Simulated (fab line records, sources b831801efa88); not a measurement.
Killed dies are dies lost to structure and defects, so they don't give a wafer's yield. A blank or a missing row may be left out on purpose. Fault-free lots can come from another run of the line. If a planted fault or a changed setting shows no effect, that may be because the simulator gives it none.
fab line records    flow sky130
record lots=13  wafers=39  lastDay=50
route steps=708 shown PWDE@52 VT_ADJUST_HVTP@96 VT_ADJUST_LVTN@117 SONOS_TUNNEL@157 PAD_OPEN@708
lots untouched by any fault: they come from a run of this same line in which no faults occurred
startH: start of the lot's first displayed wafer, in hours after the record's first day    waitH: hours from the lot's prior step to this one    " identical to the entry in the row above    L1.1+2: several wafers, shown together as one row    - no value present, or no start provided    * or withheld: withheld    < > ~ a bound
route shown NAME@n: a module of which the file shows steps, and the number in the route of the first    usual: mean and standard deviation over wafers with no fault    same: alike in all rows    chamber/n: place in a boat    sites: readings site by site    _std_site: their standard deviation    _edge_site: mean of outer sites minus mean of inner sites    radiusMm: for every site, how far away it sits from the centre of the wafer    mask NAME#n: copy n    behind: the most recent tool/chamber to have shaped the wafer    hold: why the lot was held/for how many hours/how that ended    device: names the non-switching transistor (n, p or np)    end of line: at the end of the route, the tests of the same wafers    for a step that has no rows: nothing shown but its recipe    killed: not the wafer's yield, but the dies lost to structure and defects at the first sort    map: shows each die of a wafer: x if killed, . if not, _ if none is there
set.NAME: the setting as run; set.NAME@STEP: as run at that earlier step    model.NAME: the simulator's own value behind a step, which no gauge read
one table for each step of the route and one row for each wafer, over a sample of lots
services: when a tool's chamber went out of use (startH, in hours from the record's first day, below 0 if earlier), for how many hours, and the reason
## steps
# step SKY_PWDE_OVL_MEAS_07
# usual PWDE_OVL=0.1/1.3
lot.wafer  tool        chamber  startH  waitH  PWDE_OVL[nm]
L414.3     overlay-01  -        78.35   -      -1.7
L414.4     "           -        "       "      -1.2
L414.6     "           -        "       "      -1.8
L413.3     overlay-02  -        78.45   -      -0.2
L413.4     "           -        "       "      0.8
L413.6     "           -        "       "      0.6
L415.4     overlay-01  -        84.82   -      -0.3
L415.5     "           -        "       "      -1.0
L415.6     "           -        "       "      -0.1
L416.4     overlay-01  -        90.35   -      -2.1
L416.5     "           -        "       "      -2.2
L416.6     "           -        "       "      -2.9
L418.3     overlay-02  -        105.55  -      0.9
L418.4     "           -        "       "      -1.9
L418.5     "           -        "       "      -0.1
L426.1     overlay-01  -        149.88  -      -0.5
L426.2     "           -        "       "      2.3
L426.6     "           -        "       "      2.7
L427.1     overlay-02  -        151.61  -      2.2
L427.4     "           -        "       "      0.7
L427.6     "           -        "       "      0.4
L428.3     overlay-02  -        159.10  -      -0.1
L428.4     "           -        "       "      0.8
L428.6     "           -        "       "      0.8
L429.3     overlay-02  -        163.30  -      -1.2
L429.4     "           -        "       "      -0.4
L429.6     "           -        "       "      -2.2
L430.1     overlay-02  -        168.06  -      0.3
L430.4     "           -        "       "      -0.9
L430.6     "           -        "       "      0.0
L431.1     overlay-02  -        174.24  -      0.7
L431.4     "           -        "       "      -0.6
L431.6     "           -        "       "      2.0
L433.1     overlay-02  -        189.39  -      1.5
L433.3     "           -        "       "      2.8
L433.6     "           -        "       "      0.4
L434.2     overlay-02  -        192.39  -      -1.4
L434.5     "           -        "       "      -1.3
L434.6     "           -        "       "      1.3
# step SKY_VT_ADJUST_HVTP_TW_MEAS_11
# usual VT_ADJUST_HVTP_TW=1349/5.6
lot.wafer  tool          chamber  startH  waitH  VT_ADJUST_HVTP_TW
L414.3     filmMetro-03  -        134.06  0.1    1350
L414.4     "             -        "       "      1360
L414.6     "             -        "       "      1344
L413.3     filmMetro-04  -        134.21  0.1    1363
L413.4     "             -        "       "      1359
L413.6     "             -        "       "      1354
L415.4     filmMetro-03  -        141.27  0.1    1352
L415.5     "             -        "       "      1354
L415.6     "             -        "       "      1357
L416.4     filmMetro-03  -        147.84  0.1    1353
L416.5     "             -        "       "      1352
L416.6     "             -        "       "      1348
L418.3     filmMetro-02  -        165.03  0.1    1343
L418.4     "             -        "       "      1350
L418.5     "             -        "       "      1357
L426.1     filmMetro-02  -        215.16  0.1    1353
L426.2     "             -        "       "      1352
L426.6     "             -        "       "      1357
L427.1     filmMetro-02  -        216.76  0.1    1353
L427.4     "             -        "       "      1342
L427.6     "             -        "       "      1354
L428.3     filmMetro-02  -        225.26  0.1    1343
L428.4     "             -        "       "      1345
L428.6     "             -        "       "      1347
L429.3     filmMetro-04  -        229.96  0.1    1336
L429.4     "             -        "       "      1337
L429.6     "             -        "       "      1339
L430.1     filmMetro-04  -        234.26  0.1    1352
L430.4     "             -        "       "      1336
L430.6     "             -        "       "      1349
L431.1     filmMetro-02  -        242.29  0.1    1352
L431.4     "             -        "       "      1350
L431.6     "             -        "       "      1350
L433.1     filmMetro-02  -        259.26  0.1    1345
L433.3     "             -        "       "      1344
L433.6     "             -        "       "      1352
L434.2     filmMetro-02  -        263.30  0.1    1348
L434.5     "             -        "       "      1344
L434.6     "             -        "       "      1349
# step SKY_VT_ADJUST_LVTN_STRIP_20
# recipe chemistry=O2/N2  powerW=1400  pressureMtorr=1500  platenTempC=withheld  o2FlowSccm=3000  n2FlowSccm=300  overashFraction=0.5
# usual drypumpMotorCurrentA=5.85/0.25  o2FlowSccm=3002/8.7  oesProductAu=0.716/0.0041  stripTimeToEndpointS=14.18/0.039
lot.wafer  tool            chamber  startH  waitH  drypumpMotorCurrentA  o2FlowSccm  oesProductAu  rfHoursCounterH  stripTimeToEndpointS
L414.3     plasmaAsher-01  0        174.93  0.1    6.23                  3000        0.708         -                14.13
L414.4     "               1        "       "      5.88                  3006        0.720         -                14.18
L414.6     "               0        "       "      6.23                  3005        0.715         -                14.14
L413.3     plasmaAsher-03  0        175.46  0.1    5.50                  2991        0.717         -                14.14
L413.4     "               1        "       "      5.57                  2993        0.722         -                14.13
L413.6     "               1        "       "      5.59                  2998        0.716         -                14.14
L415.4     plasmaAsher-03  1        182.50  0.1    5.58                  3007        0.716         -                14.22
L415.5     "               1        "       "      5.58                  3010        0.717         -                14.22
L415.6     "               0        "       "      5.49                  2992        0.717         -                14.19
L416.4     plasmaAsher-01  1        189.26  0.1    5.90                  3004        0.715         -                14.20
L416.5     "               0        "       "      6.24                  3003        0.720         -                14.21
L416.6     "               1        "       "      5.90                  2996        0.726         -                14.20
L418.3     plasmaAsher-02  1        208.92  0.1    5.73                  3005        0.714         -                14.22
L418.4     "               0        "       "      5.98                  2998        0.716         -                14.23
L418.5     "               0        "       "      6.02                  3010        0.723         -                14.19
L426.1     plasmaAsher-01  1        262.03  0.1    5.90                  3002        0.713         57               14.27
L426.2     "               0        "       "      6.23                  2995        0.714         57               14.22
L426.6     "               0        "       "      6.22                  2996        0.720         -                14.25
L427.1     plasmaAsher-02  0        264.27  0.1    6.00                  3009        0.717         45               14.18
L427.4     "               0        "       "      5.98                  3009        0.709         -                14.18
L427.6     "               1        "       "      5.72                  2997        0.708         -                14.24
L428.3     plasmaAsher-02  1        271.36  0.1    5.73                  2994        0.715         -                14.14
L428.4     "               0        "       "      6.00                  3012        0.722         -                14.14
L428.6     "               0        "       "      6.01                  3014        0.718         -                14.12
L429.3     plasmaAsher-02  0        277.30  0.1    5.99                  3017        0.708         -                14.23
L429.4     "               1        "       "      5.75                  2998        0.714         -                14.23
L429.6     "               0        "       "      6.00                  3012        0.716         -                14.20
L430.1     plasmaAsher-03  0        280.98  0.1    5.52                  3006        0.715         17               14.16
L430.4     "               0        "       "      5.51                  2993        0.724         -                14.15
L430.6     "               1        "       "      5.56                  2997        0.709         -                14.16
L431.1     plasmaAsher-03  0        290.93  0.1    5.51                  2993        0.717         18               14.22
L431.4     "               0        "       "      5.51                  3013        0.717         -                14.18
L431.6     "               1        "       "      5.57                  2992        0.719         -                14.20
L433.1     plasmaAsher-01  0        307.12  0.1    6.26                  2996        0.711         63               14.19
L433.3     "               1        "       "      5.93                  3005        0.709         -                14.17
L433.6     "               0        "       "      6.25                  2998        0.717         -                14.17
L434.2     plasmaAsher-01  1        313.67  0.1    5.88                  3008        0.716         64               14.19
L434.5     "               1        "       "      5.91                  2987        0.714         -                14.27
L434.6     "               0        "       "      6.24                  3009        0.715         -                14.25
# step SKY_SONOS_TUNNEL_SOFTBAKE_03
# recipe tempC=90  timeS=60  resist=NOVOLAK
# usual heaterPowerTotalW=56.59/0.047  plateTempC=89.98/0.12  resistLineTempC=23.03/0.12
lot.wafer  tool           chamber  startH  waitH  heaterPowerTotalW  plateTempC  resistLineTempC
L414.3     lithoTrack-03  0        253.28  0.1    56.70              90.11       23.10
L414.4     "              0        "       "      56.64              90.01       23.01
L414.6     "              0        "       "      56.55              89.99       23.11
L413.3     lithoTrack-03  0        253.88  0.1    56.67              90.07       23.08
L413.4     "              0        "       "      56.61              90.22       23.11
L413.6     "              0        "       "      56.69              89.99       23.09
L415.4     lithoTrack-02  0        263.02  0.1    56.58              90.02       23.11
L415.5     "              0        "       "      56.63              90.12       23.06
L415.6     "              0        "       "      56.46              89.77       23.08
L416.4     lithoTrack-03  0        268.91  0.1    55.90              89.13       22.84
L416.5     "              0        "       "      55.94              89.29       22.91
L416.6     "              0        "       "      55.90              89.10       22.85
L418.3     lithoTrack-03  0        291.33  0.1    55.94              89.51       22.97
L418.4     "              0        "       "      55.92              89.30       22.94
L418.5     "              0        "       "      55.99              89.17       23.00
L426.1     lithoTrack-02  0        350.84  0.1    56.63              89.78       22.98
L426.2     "              0        "       "      56.70              89.80       22.94
L426.6     "              0        "       "      56.62              89.74       23.03
L427.1     lithoTrack-02  0        354.99  0.1    56.56              89.77       22.96
L427.4     "              0        "       "      56.68              89.88       22.97
L427.6     "              0        "       "      56.60              89.98       22.87
L428.3     lithoTrack-03  0        361.18  0.1    56.56              89.78       23.01
L428.4     "              0        "       "      56.65              89.95       23.11
L428.6     "              0        "       "      56.56              89.92       22.98
L429.3     lithoTrack-03  0        370.23  0.1    56.59              89.98       22.91
L429.4     "              0        "       "      56.57              90.06       22.96
L429.6     "              0        "       "      56.50              90.01       23.09
L430.1     lithoTrack-03  0        373.03  0.1    56.61              90.11       23.20
L430.4     "              0        "       "      56.65              90.05       23.12
L430.6     "              0        "       "      56.61              90.08       23.21
L431.1     lithoTrack-03  0        385.93  0.1    56.59              89.96       22.87
L431.4     "              0        "       "      56.62              89.94       23.02
L431.6     "              0        "       "      56.71              90.09       22.89
L433.1     lithoTrack-02  0        402.84  0.1    56.68              90.09       22.95
L433.3     "              0        "       "      56.64              90.19       23.02
L433.6     "              0        "       "      56.64              90.13       23.20
L434.2     lithoTrack-01  0        411.91  0.1    56.52              90.25       22.85
L434.5     "              0        "       "      56.56              89.89       22.83
L434.6     "              0        "       "      56.64              90.29       22.89
# step SKY_PAD_OPEN_PROBE_99
# usual killed_at_M0_to_M3=43/6.6  killed_at_M4_up=2.9/1.8  killedAtContacts=25/5.3  killedAtFrontEnd=15/4.1  killedAtOther=0.3/0.6  killedDies=86/8.8  killedOpen=47/6.7  killedShort=39/6.2
# same grossDies=492  killedAtBackSide=0
lot.wafer  tool       chamber  startH   waitH  killed_at_M0_to_M3  killed_at_M4_up  killedAtContacts  killedAtFrontEnd  killedAtOther  killedDies  killedOpen  killedShort
L414.3     prober-01  -        1092.40  0.2    41                  1                31                17                1              91          45          46
L414.4     prober-01  -        1092.45  0.2    41                  1                18                16                0              76          38          38
L414.6     prober-01  -        1092.55  0.2    50                  3                13                14                1              81          39          42
# killed by level:class
L414.3 LI_CONTACT:geometricParticle:open=10 VIA1:geometricParticle:open=8 METAL1:geometricParticle:short=8 CONTACT:geometricParticle:short=7 LI_CONTACT:geometricParticle:short=5 CONTACT:geometricParticle:open=5 METAL2:geometricParticle:short=5 VIA2:geometricParticle:open=5
L414.4 CONTACT:geometricParticle:open=9 VIA3:geometricParticle:open=7 VIA2:geometricParticle:open=6 METAL2:geometricParticle:short=5 POLY_GATE:geometricParticle:open=4 LI_CONTACT:geometricParticle:short=4 METAL1:geometricParticle:short=4 VIA1:geometricParticle:short=4
L414.6 VIA1:geometricParticle:open=10 VIA2:geometricParticle:open=8 VIA2:geometricParticle:short=8 METAL2:geometricParticle:short=5 VIA3:geometricParticle:open=5 LOCAL_INTERCONNECT:geometricParticle:short=4 CONTACT:geometricParticle:open=4 METAL1:geometricParticle:short=4
## services
tool            chamber  startH  hours  kind
lithoTrack-01   -        181.03  -      consumableReplace:filter
plasmaAsher-01  -        182.93  1.9    repair
plasmaAsher-03  -        209.46  1.9    repair
plasmaAsher-03  -        291.60  52.8   repair
plasmaAsher-01  -        342.54  4.0    pm
plasmaAsher-02  -        364.16  6.9    repair
plasmaAsher-01  -        391.11  0.7    repair
## key
firstSign step=SKY_SONOS_TUNNEL_SOFTBAKE_03  reading=heaterPowerTotalW  direction=down  sigmas=14  usual=*  struck=*
effect step=SKY_SONOS_TUNNEL_SOFTBAKE_03  reading=plateTempC  direction=down  sigmas=5.9  usual=*  struck=*
metAt SKY_SONOS_TUNNEL_SOFTBAKE_03
struckLots L416,L418
testerLeftOut L416,L418
notActingAt SKY_PWDE_OVL_MEAS_07,SKY_VT_ADJUST_HVTP_TW_MEAS_11,SKY_VT_ADJUST_LVTN_STRIP_20
onsetBetween 253.88 268.91
fault kind=processParameterDrift  tool=lithoTrack-03  chamber=-  onsetH=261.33  steps=SKY_SONOS_TUNNEL_SOFTBAKE_03  channel=tempC  offset=*  shape=step  endH=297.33  actsIn=*  stated=*
# testerLeftOut: of these lots the tester's yield and bins aren't shown, on N5 and GAA mostly nor the transistor test; their killed dies are dies lost to structure and defects alone, not to doping, threshold or leakage, so they don't give the yield
